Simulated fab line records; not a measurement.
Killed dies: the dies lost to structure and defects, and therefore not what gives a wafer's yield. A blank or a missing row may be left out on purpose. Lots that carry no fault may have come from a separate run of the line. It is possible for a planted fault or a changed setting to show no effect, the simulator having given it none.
Which of the tools did it? + flow gf180mcu + 39 wafers from 13 lots sampled at 5 of the route's 602 steps

WHAT EACH GAUGE READ, for each wafer
GF_POLY_GATE_CD_MEAS_18.
| lot  | measured     | on        | cd_nm (nm)        |
|------|--------------|-----------|-------------------|
| L134 | day 10 03:49 | cd_sem-01 | 273.8 279.5 280.5 |
| L138 | day 11 08:10 | cd_sem-02 | 279.8 274.7 277.5 |
| L139 | day 11 11:35 | cd_sem-02 | 277.5 279.7 281.0 |
| L143 | day 12 14:31 | cd_sem-01 | 278.1 277.2 276.7 |
| L144 | day 12 20:47 | cd_sem-02 | 280.0 276.5 281.6 |
| L145 | day 13 01:47 | cd_sem-02 | 282.7 281.0 280.8 |
| L148 | day 14 02:32 | cd_sem-02 | 278.2 280.2 280.4 |
| L149 | day 14 10:49 | cd_sem-01 | 281.5 283.6 282.0 |
| L150 | day 14 17:22 | cd_sem-01 | 278.8 279.0 279.1 |
| L151 | day 15 03:07 | cd_sem-02 | 278.3 282.1 276.7 |
| L152 | day 15 09:26 | cd_sem-02 | 278.5 282.6 277.8 |
| L154 | day 15 21:50 | cd_sem-02 | 276.7 278.2 279.0 |
| L155 | day 16 07:56 | cd_sem-02 | 279.6 280.1 279.6 |

GF_HV_LDD_TW_MEAS_50.
| lot  | measured     | on            | HV_LDD_4_TW |
|------|--------------|---------------|-------------|
| L134 | day 13 07:37 | film_metro-02 | 577 580 577 |
| L138 | day 14 16:10 | film_metro-03 | 568 570 571 |
| L139 | day 14 21:01 | film_metro-01 | 577 579 575 |
| L143 | day 16 05:17 | film_metro-01 | 574 573 574 |
| L144 | day 16 10:18 | film_metro-02 | 578 575 576 |
| L145 | day 16 17:13 | film_metro-03 | 565 563 564 |
| L148 | day 17 20:45 | film_metro-02 | 574 574 577 |
| L149 | day 18 06:04 | film_metro-03 | 567 565 566 |
| L150 | day 18 12:20 | film_metro-01 | 572 571 573 |
| L151 | day 18 23:48 | film_metro-01 | 570 570 569 |
| L152 | day 19 06:58 | film_metro-03 | 567 565 565 |
| L154 | day 19 23:12 | film_metro-01 | 573 574 572 |
| L155 | day 20 08:13 | film_metro-03 | 570 567 568 |

GF_HV_LDD_RS_MEAS_53: a four-point-probe measurement.
| lot  | measured     | on            | HV_LDD_RS (ohm/sq) |
|------|--------------|---------------|--------------------|
| L134 | day 13 07:49 | film_metro-03 | 419.4 417.8 419.2  |
| L138 | day 14 16:20 | film_metro-02 | 422.6 422.1 421.7  |
| L139 | day 14 21:11 | film_metro-01 | 421.8 422.9 422.7  |
| L143 | day 16 05:30 | film_metro-03 | 417.3 418.0 417.5  |
| L144 | day 16 10:29 | film_metro-02 | 418.1 419.6 418.7  |
| L145 | day 16 17:25 | film_metro-03 | 419.1 419.3 419.3  |
| L148 | day 17 20:56 | film_metro-01 | 418.3 418.7 418.6  |
| L149 | day 18 06:14 | film_metro-01 | 418.7 418.4 419.8  |
| L150 | day 18 12:32 | film_metro-03 | 417.2 418.9 419.2  |
| L151 | day 18 23:58 | film_metro-02 | 418.0 418.1 418.1  |
| L152 | day 19 07:10 | film_metro-01 | 420.9 420.1 419.2  |
| L154 | day 19 23:22 | film_metro-03 | 419.9 420.1 419.3  |
| L155 | day 20 08:25 | film_metro-03 | 418.5 418.4 418.5  |

WHAT TOOL EACH LOT RAN ON (gives the tool, then ch and the chambers of the sampled wafers, and finally the start)
| lot  | GF_POLY_GATE_ETCH_12               | GF_HV_LDD_IMPLANT_36            |
|------|------------------------------------|---------------------------------|
| L134 | rie_diel-04 ch 1,2, day 9 23:33    | implanter-02 ch 0, day 12 11:23 |
| L138 | rie_diel-03 ch 0,1,2, day 11 05:29 | implanter-02 ch 0, day 13 19:15 |
| L139 | rie_diel-03 ch 0,2,3, day 11 09:05 | implanter-02 ch 0, day 13 23:42 |
| L143 | rie_diel-04 ch 1,2,3, day 12 12:45 | implanter-04 ch 0, day 15 07:04 |
| L144 | rie_diel-04 ch 1,3, day 12 19:13   | implanter-04 ch 0, day 15 11:33 |
| L145 | rie_diel-03 ch 0,2,3, day 13 00:11 | implanter-03 ch 0, day 15 17:52 |
| L148 | rie_diel-04 ch 1,2, day 14 00:05   | implanter-04 ch 0, day 16 20:04 |
| L149 | rie_diel-02 ch 0,2,3, day 14 08:40 | implanter-02 ch 0, day 17 05:51 |
| L150 | rie_diel-03 ch 0,2,3, day 14 14:36 | implanter-04 ch 0, day 17 12:18 |
| L151 | rie_diel-02 ch 0,1,3, day 15 01:33 | implanter-02 ch 0, day 17 23:43 |
| L152 | rie_diel-02 ch 0,1,2, day 15 06:37 | implanter-04 ch 0, day 18 06:23 |
| L154 | rie_diel-03 ch 0,1,2, day 15 19:18 | implanter-02 ch 0, day 18 22:07 |
| L155 | rie_diel-04 ch 1,3, day 16 06:17   | implanter-03 ch 0, day 19 07:24 |
- GF_POLY_GATE_ETCH_12: etches BARC in N2/H2.
- GF_HV_LDD_IMPLANT_36

AS READ BY THE TOOLS THEMSELVES (means over the sampled wafers that have a number; for cases with no such wafer, the mark the record gives instead)
GF_POLY_GATE_ETCH_12.
| lot  | tool        | drypump_motor_current_A (A) | n2_flow_sccm (sccm) | oes_product_au (a.u.) | throttle_valve_pct (%) |
|------|-------------|-----------------------------|---------------------|-----------------------|------------------------|
| L134 | rie_diel-04 | 6.0                         | 100.0               | 0.731                 | 13.211                 |
| L138 | rie_diel-03 | 5.6                         | 100.1               | 0.741                 | 13.216                 |
| L139 | rie_diel-03 | 5.5                         | 99.7                | 0.739                 | 13.215                 |
| L143 | rie_diel-04 | 6.0                         | 99.8                | 0.733                 | 13.211                 |
| L144 | rie_diel-04 | 6.0                         | 100.0               | 0.736                 | 13.213                 |
| L145 | rie_diel-03 | 5.5                         | 100.1               | 0.734                 | 13.219                 |
| L148 | rie_diel-04 | 6.0                         | 100.0               | 0.737                 | 13.221                 |
| L149 | rie_diel-02 | 5.4                         | 100.4               | 0.739                 | 13.216                 |
| L150 | rie_diel-03 | 5.5                         | 99.8                | 0.738                 | 13.211                 |
| L151 | rie_diel-02 | 5.4                         | 100.2               | 0.730                 | 13.216                 |
| L152 | rie_diel-02 | 5.1                         | 100.0               | 0.738                 | 13.214                 |
| L154 | rie_diel-03 | 5.6                         | 100.3               | 0.734                 | 13.215                 |
| L155 | rie_diel-04 | 6.0                         | 100.0               | 0.734                 | 13.223                 |

GF_HV_LDD_IMPLANT_36.
| lot  | tool         | dose_ions_cm2 | faraday_current_uA | rotation_deg (degrees) |
|------|--------------|---------------|--------------------|------------------------|
| L134 | implanter-02 | 7.499e+12     | 41.6               | 269.98                 |
| L138 | implanter-02 | 6.566e+12     | 36.4               | 270.00                 |
| L139 | implanter-02 | 6.558e+12     | 36.8               | 269.95                 |
| L143 | implanter-04 | 7.501e+12     | 42.5               | 269.95                 |
| L144 | implanter-04 | 7.494e+12     | 42.5               | 269.96                 |
| L145 | implanter-03 | 7.510e+12     | 42.5               | 270.00                 |
| L148 | implanter-04 | 7.498e+12     | 41.1               | 270.04                 |
| L149 | implanter-02 | 7.508e+12     | 42.4               | 270.00                 |
| L150 | implanter-04 | 7.498e+12     | 42.2               | 270.07                 |
| L151 | implanter-02 | 7.501e+12     | 43.4               | 269.97                 |
| L152 | implanter-04 | 7.495e+12     | 42.6               | 270.07                 |
| L154 | implanter-02 | 7.515e+12     | 42.4               | 270.02                 |
| L155 | implanter-03 | 7.502e+12     | 42.3               | 270.01                 |

THE ANSWER, worked out from the rows above alone
Rule: what is usual is taken from the lots themselves. The widest of any qualifying gaps counts: lots, ordered by their means at a reading, are off when they make up no more than a third of the lots, leave a main group of 4 or more, and stand apart from it by 3 or more times the standard deviation of that group's means. Not used: any main group whose means are identical at the precision the tables above print for the reading. Also off: a lot with no number at a reading for which 4 or more lots have one. Any other lot the step has rows for is counted as sound. First the gauges in route order, then the tools' own readings, where a lot's mean is used as printed above. The first step at which some lot is off is used, and at that step the reading that is off furthest; a lot without a number counts as furthest.
Off: at GF_HV_LDD_RS_MEAS_53 (HV_LDD_RS), L138, L139. Main group: mean 418.8 ohm/sq, sd 0.68.
A tool fits if, at a process step before that reading, it ran every lot that is off, and no sound lot after the first of them. The gauges at GF_HV_LDD_RS_MEAS_53 aren't tried: what is off there is off at GF_HV_LDD_IMPLANT_36 too, on other tools, and a gauge's error can't cause that. None of those tried fits.

WHAT HAD BEEN PUT IN BY THE SIMULATOR
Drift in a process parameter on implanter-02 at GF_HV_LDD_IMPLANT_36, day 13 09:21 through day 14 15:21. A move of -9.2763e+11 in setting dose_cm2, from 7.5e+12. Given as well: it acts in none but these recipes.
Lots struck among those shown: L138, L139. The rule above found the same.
